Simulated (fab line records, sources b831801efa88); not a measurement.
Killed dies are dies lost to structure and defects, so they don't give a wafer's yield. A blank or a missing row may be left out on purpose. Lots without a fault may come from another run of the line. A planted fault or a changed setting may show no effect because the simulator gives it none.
Which tool did it? | flow sky130 | 14 lots, 42 wafers sampled, at 4 steps of a route of 708

WHAT THE GAUGES READ, wafer by wafer
The record holds no reading of a measuring or inspecting step that can be judged against a usual standard deviation.

WHICH TOOL RAN EACH LOT (tool, then ch and the chambers of the sampled wafers, then the start)
lot  | SKY_METAL2_STRIP_20                  | SKY_VIA2_STRIP_16                    | SKY_METAL3_SPUTTER_00        | SKY_METAL3_SPUTTER_02
L244 | plasma_asher-03 ch 0,1, day 35 01:18 | plasma_asher-04 ch 0, day 36 05:19   | pvd_sputter-02, day 36 07:01 | pvd_sputter-02, day 36 07:04
L245 | plasma_asher-04 ch 0,1, day 35 03:19 | plasma_asher-04 ch 0,1, day 36 07:12 | pvd_sputter-03, day 36 08:33 | pvd_sputter-03, day 36 08:36
L246 | plasma_asher-03 ch 0,1, day 35 13:55 | plasma_asher-04 ch 0,1, day 36 17:46 | pvd_sputter-03, day 36 19:23 | pvd_sputter-03, day 36 19:26
L249 | plasma_asher-03 ch 0,1, day 37 00:41 | plasma_asher-04 ch 0,1, day 38 03:55 | pvd_sputter-02, day 38 05:19 | pvd_sputter-02, day 38 05:22
L251 | plasma_asher-04 ch 0,1, day 38 19:43 | plasma_asher-03 ch 0,1, day 39 21:43 | pvd_sputter-04, day 39 23:02 | pvd_sputter-04, day 39 23:05
L255 | plasma_asher-01 ch 0,1, day 38 20:14 | plasma_asher-04 ch 0,1, day 39 22:22 | pvd_sputter-03, day 39 23:40 | pvd_sputter-03, day 39 23:43
L260 | plasma_asher-01 ch 1, day 40 07:22   | plasma_asher-03 ch 0, day 41 09:17   | pvd_sputter-04, day 41 10:35 | pvd_sputter-04, day 41 10:38
L261 | plasma_asher-03 ch 0,1, day 40 09:54 | plasma_asher-03 ch 0,1, day 41 11:14 | pvd_sputter-04, day 41 12:30 | pvd_sputter-04, day 41 12:33
L262 | plasma_asher-01 ch 0,1, day 40 18:14 | plasma_asher-02 ch 0,1, day 41 19:58 | pvd_sputter-03, day 41 21:11 | pvd_sputter-03, day 41 21:14
L263 | plasma_asher-01 ch 0,1, day 41 08:40 | plasma_asher-03 ch 0,1, day 42 09:46 | pvd_sputter-03, day 42 11:02 | pvd_sputter-03, day 42 11:05
L264 | plasma_asher-03 ch 0,1, day 41 09:55 | plasma_asher-03 ch 0,1, day 42 11:12 | pvd_sputter-02, day 42 12:43 | pvd_sputter-02, day 42 12:46
L265 | plasma_asher-01 ch 0,1, day 41 11:45 | plasma_asher-04 ch 1, day 42 12:53   | pvd_sputter-02, day 42 14:15 | pvd_sputter-02, day 42 14:18
L266 | plasma_asher-01 ch 0, day 41 17:16   | plasma_asher-03 ch 0,1, day 42 17:37 | pvd_sputter-04, day 42 18:53 | pvd_sputter-04, day 42 18:56
L267 | plasma_asher-01 ch 0,1, day 42 05:06 | plasma_asher-04 ch 0,1, day 43 05:53 | pvd_sputter-02, day 43 07:09 | pvd_sputter-02, day 43 07:11
- SKY_METAL2_STRIP_20: strips in O2/N2.
- SKY_VIA2_STRIP_16: strips in O2/N2.
- SKY_METAL3_SPUTTER_00: material Ti, target thk 15 nm, time 10 s.
- SKY_METAL3_SPUTTER_02: material AlCu, target thk 735 nm, time 39.1 s.

WHAT THE TOOLS THEMSELVES READ (means of the sampled wafers that have a number; where no wafer has one, the mark that the record gives instead)
SKY_METAL2_STRIP_20.
lot  | tool            | chamber_pressure_mTorr (mTorr) | drypump_motor_current_A (A) | oes_product_au (a.u.) | strip_time_to_endpoint_s (s)
L244 | plasma_asher-03 | 1499.4                         | 6.3                         | 0.343                 | 2.69
L245 | plasma_asher-04 | 1500.1                         | 5.8                         | 0.339                 | 2.67
L246 | plasma_asher-03 | 1500.6                         | 6.2                         | 0.343                 | 2.72
L249 | plasma_asher-03 | 1500.7                         | 6.3                         | 0.346                 | 2.69
L251 | plasma_asher-04 | 1501.5                         | 5.9                         | 0.341                 | 2.70
L255 | plasma_asher-01 | 1499.8                         | 6.2                         | 0.345                 | 2.70
L260 | plasma_asher-01 | 1499.2                         | 6.6                         | 0.344                 | 2.75
L261 | plasma_asher-03 | 1499.3                         | 6.1                         | 0.345                 | 2.76
L262 | plasma_asher-01 | 1500.1                         | 6.2                         | 0.338                 | 2.66
L263 | plasma_asher-01 | 1500.7                         | 6.2                         | 0.344                 | 2.69
L264 | plasma_asher-03 | 1500.2                         | 6.1                         | 0.343                 | 2.66
L265 | plasma_asher-01 | 1500.2                         | 5.8                         | 0.339                 | 2.71
L266 | plasma_asher-01 | 1500.5                         | 5.4                         | 0.344                 | 2.77
L267 | plasma_asher-01 | 1500.4                         | 6.2                         | 0.341                 | 2.68

SKY_VIA2_STRIP_16.
lot  | tool            | chamber_pressure_mTorr (mTorr) | drypump_motor_current_A (A) | oes_product_au (a.u.) | strip_time_to_endpoint_s (s)
L244 | plasma_asher-04 | 1500.1                         | 5.6                         | 0.404                 | 4.074
L245 | plasma_asher-04 | 1498.4                         | 5.7                         | 0.397                 | 4.054
L246 | plasma_asher-04 | 1500.2                         | 5.7                         | 0.402                 | 4.069
L249 | plasma_asher-04 | 1501.1                         | 5.9                         | 0.394                 | 4.039
L251 | plasma_asher-03 | 1498.9                         | 6.1                         | 0.392                 | 4.066
L255 | plasma_asher-04 | 1501.3                         | 5.9                         | 0.396                 | 4.040
L260 | plasma_asher-03 | 1500.9                         | 5.9                         | 0.401                 | 4.078
L261 | plasma_asher-03 | 1500.7                         | 6.3                         | 0.401                 | 4.043
L262 | plasma_asher-02 | 1499.7                         | 6.5                         | 0.398                 | 4.053
L263 | plasma_asher-03 | 1500.0                         | 6.2                         | 0.395                 | 4.025
L264 | plasma_asher-03 | 1499.9                         | 6.2                         | 0.397                 | 4.054
L265 | plasma_asher-04 | 1499.2                         | 6.0                         | 0.403                 | 4.092
L266 | plasma_asher-03 | 1499.9                         | 6.3                         | 0.397                 | 4.066
L267 | plasma_asher-04 | 1502.0                         | 5.9                         | 0.400                 | 4.033

SKY_METAL3_SPUTTER_00.
lot  | tool           | cathode_dc_power_W (W) | chamber_pressure_pa (Pa) | throttle_valve_pct (%)
L244 | pvd_sputter-02 | 2999.9                 | 0.3995                   | 30.9
L245 | pvd_sputter-03 | 3000.0                 | 0.4008                   | 30.2
L246 | pvd_sputter-03 | 3000.3                 | 0.4006                   | 30.0
L249 | pvd_sputter-02 | 2999.7                 | 0.4006                   | 31.1
L251 | pvd_sputter-04 | -                      | -                        | -
L255 | pvd_sputter-03 | -                      | -                        | -
L260 | pvd_sputter-04 | 3000.0                 | 0.3996                   | 29.6
L261 | pvd_sputter-04 | 2999.5                 | 0.4003                   | 30.0
L262 | pvd_sputter-03 | 2999.7                 | 0.3997                   | 29.5
L263 | pvd_sputter-03 | 2999.8                 | 0.4001                   | 29.9
L264 | pvd_sputter-02 | 3000.1                 | 0.4000                   | 30.8
L265 | pvd_sputter-02 | 3000.0                 | 0.3998                   | 30.5
L266 | pvd_sputter-04 | 3000.3                 | 0.4001                   | 30.4
L267 | pvd_sputter-02 | 3000.1                 | 0.4001                   | 30.5

SKY_METAL3_SPUTTER_02.
lot  | tool           | cathode_dc_power_W (W) | chamber_pressure_pa (Pa) | throttle_valve_pct (%)
L244 | pvd_sputter-02 | 10598                  | 0.3998                   | 30.7
L245 | pvd_sputter-03 | 10600                  | 0.4000                   | 30.4
L246 | pvd_sputter-03 | 10603                  | 0.4000                   | 30.0
L249 | pvd_sputter-02 | 10601                  | 0.4004                   | 31.2
L251 | pvd_sputter-04 | 10599                  | 0.4011                   | 30.2
L255 | pvd_sputter-03 | 10600                  | 0.4005                   | 29.5
L260 | pvd_sputter-04 | 10600                  | 0.3994                   | 29.5
L261 | pvd_sputter-04 | 10600                  | 0.4002                   | 30.0
L262 | pvd_sputter-03 | 10602                  | 0.4003                   | 29.4
L263 | pvd_sputter-03 | 10602                  | 0.4000                   | 29.9
L264 | pvd_sputter-02 | 10599                  | 0.4000                   | 30.7
L265 | pvd_sputter-02 | 10601                  | 0.4005                   | 30.4
L266 | pvd_sputter-04 | 10599                  | 0.3997                   | 30.3
L267 | pvd_sputter-02 | 10599                  | 0.3998                   | 30.6

THE ANSWER, worked out from the rows above alone
Rule: what is usual is taken from the lots themselves. Put in order of their means at a reading, lots are off if they are a third of the lots or fewer, leave a main group of 4 or more, and stand apart from it by a gap of 3 or more times the standard deviation of the main group's means; of several such gaps the widest counts. A main group whose means are all the same, to the digits that the tables above print for the reading, isn't used. A lot without any number at a reading at which 4 lots or more have one is off too. The other lots that the step has rows for count as sound. The gauges are gone through in route order, then the tools' own readings, and for those a lot's mean is taken as printed above. The first step at which some lot is off is used, and at that step the reading that is off furthest; a lot without a number counts as furthest.
Off: L251, L255, at SKY_METAL3_SPUTTER_00 (cathode_dc_power_W). Without a number there: L251, L255. The main group: mean 2999.9 W, standard deviation 0.23.
A tool fits if, at that step or a process step before it, it ran every lot that is off, and no sound lot after the first of them. None of those tried fits.

WHAT THE SIMULATOR HAD PUT IN
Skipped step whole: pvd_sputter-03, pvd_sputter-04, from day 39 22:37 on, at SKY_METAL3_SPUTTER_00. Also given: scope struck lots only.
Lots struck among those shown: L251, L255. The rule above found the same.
